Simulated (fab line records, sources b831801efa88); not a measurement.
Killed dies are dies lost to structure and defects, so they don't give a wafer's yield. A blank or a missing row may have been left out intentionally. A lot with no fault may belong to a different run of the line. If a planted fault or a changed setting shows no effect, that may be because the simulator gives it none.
Which tool is to blame? || flow gf180mcu || Sampling: 13 lots, 38 wafers, 2 of 602 route steps

WHAT EACH GAUGE READ, for each wafer
GF_CONTACT_THK_MEAS_01.
{"lot": "L653", "measured": "day 15 02:58", "on": "film_metro-01", "CONTACT_CVD_00_THK (nm)": "305 298"}
{"lot": "L656", "measured": "day 15 22:29", "on": "film_metro-04", "CONTACT_CVD_00_THK (nm)": "308 305 301"}
{"lot": "L657", "measured": "day 16 10:58", "on": "film_metro-04", "CONTACT_CVD_00_THK (nm)": "296 299 292"}
{"lot": "L658", "measured": "day 16 18:29", "on": "film_metro-04", "CONTACT_CVD_00_THK (nm)": "299 295 290"}
{"lot": "L662", "measured": "day 18 12:39", "on": "film_metro-01", "CONTACT_CVD_00_THK (nm)": "301 300 305"}
{"lot": "L663", "measured": "day 18 18:55", "on": "film_metro-03", "CONTACT_CVD_00_THK (nm)": "293 300 293"}
{"lot": "L664", "measured": "day 19 05:10", "on": "film_metro-04", "CONTACT_CVD_00_THK (nm)": "297 296 302"}
{"lot": "L665", "measured": "day 19 14:35", "on": "film_metro-01", "CONTACT_CVD_00_THK (nm)": "299 303 305"}
{"lot": "L666", "measured": "day 19 17:16", "on": "film_metro-01", "CONTACT_CVD_00_THK (nm)": "299 304 296"}
{"lot": "L668", "measured": "day 20 13:09", "on": "film_metro-01", "CONTACT_CVD_00_THK (nm)": "297 290 303"}
{"lot": "L669", "measured": "day 20 19:47", "on": "film_metro-04", "CONTACT_CVD_00_THK (nm)": "305 306 307"}
{"lot": "L671", "measured": "day 21 07:01", "on": "film_metro-01", "CONTACT_CVD_00_THK (nm)": "295 268 297"}
{"lot": "L672", "measured": "day 22 00:52", "on": "film_metro-04", "CONTACT_CVD_00_THK (nm)": "269 305 302"}

WHAT TOOL EACH LOT RAN ON (gives the tool, then ch and the chambers of the sampled wafers, and finally the start)
{"lot": "L653", "GF_CONTACT_CVD_00": "hdpcvd-01 ch 0,1, day 15 02:55"}
{"lot": "L656", "GF_CONTACT_CVD_00": "hdpcvd-01 ch 1,2, day 15 22:26"}
{"lot": "L657", "GF_CONTACT_CVD_00": "hdpcvd-02 ch 0,1, day 16 10:55"}
{"lot": "L658", "GF_CONTACT_CVD_00": "hdpcvd-02 ch 0,1,2, day 16 18:26"}
{"lot": "L662", "GF_CONTACT_CVD_00": "hdpcvd-02 ch 0,1,2, day 18 12:36"}
{"lot": "L663", "GF_CONTACT_CVD_00": "hdpcvd-01 ch 1,2, day 18 18:52"}
{"lot": "L664", "GF_CONTACT_CVD_00": "hdpcvd-02 ch 1,2, day 19 05:07"}
{"lot": "L665", "GF_CONTACT_CVD_00": "hdpcvd-02 ch 0,1,2, day 19 14:31"}
{"lot": "L666", "GF_CONTACT_CVD_00": "hdpcvd-01 ch 0,1,2, day 19 17:12"}
{"lot": "L668", "GF_CONTACT_CVD_00": "hdpcvd-01 ch 0,1, day 20 13:05"}
{"lot": "L669", "GF_CONTACT_CVD_00": "hdpcvd-02 ch 0,2, day 20 19:44"}
{"lot": "L671", "GF_CONTACT_CVD_00": "hdpcvd-02 ch 0,1, day 21 06:57"}
{"lot": "L672", "GF_CONTACT_CVD_00": "hdpcvd-02 ch 0,1,2, day 22 00:48"}
- GF_CONTACT_CVD_00: deposits SiO2, target thk 300 nm, time 50 s.

WHAT THE TOOLS THEMSELVES READ (means of the sampled wafers that have a number; where no wafer has one, the mark that the record gives instead)
The record holds no such reading with a usual standard deviation.

THE ANSWER, worked out from the rows above alone
Rule: the lots themselves supply what counts as usual. Put in order of their means at a reading, lots are off if they are a third of the lots or fewer, leave a main group of 4 or more, and stand apart from it by a gap of 3 or more times the standard deviation of the main group's means; of several such gaps the widest counts. The tables above print the reading to a certain number of digits; a main group whose means all agree to those digits is not used. Also off: a lot with no number at a reading for which 4 or more lots have one. Where the step has rows for the other lots, those lots are counted as sound. The gauges are gone through in route order, then the tools' own readings, and for those a lot's mean is taken as printed above. The first step at which some lot is off is used, and at that step the reading that is off furthest; a lot without a number counts as furthest.
Across all readings shown, no lot is off: no conclusion can be drawn from this.

WHAT THE SIMULATOR PUT IN
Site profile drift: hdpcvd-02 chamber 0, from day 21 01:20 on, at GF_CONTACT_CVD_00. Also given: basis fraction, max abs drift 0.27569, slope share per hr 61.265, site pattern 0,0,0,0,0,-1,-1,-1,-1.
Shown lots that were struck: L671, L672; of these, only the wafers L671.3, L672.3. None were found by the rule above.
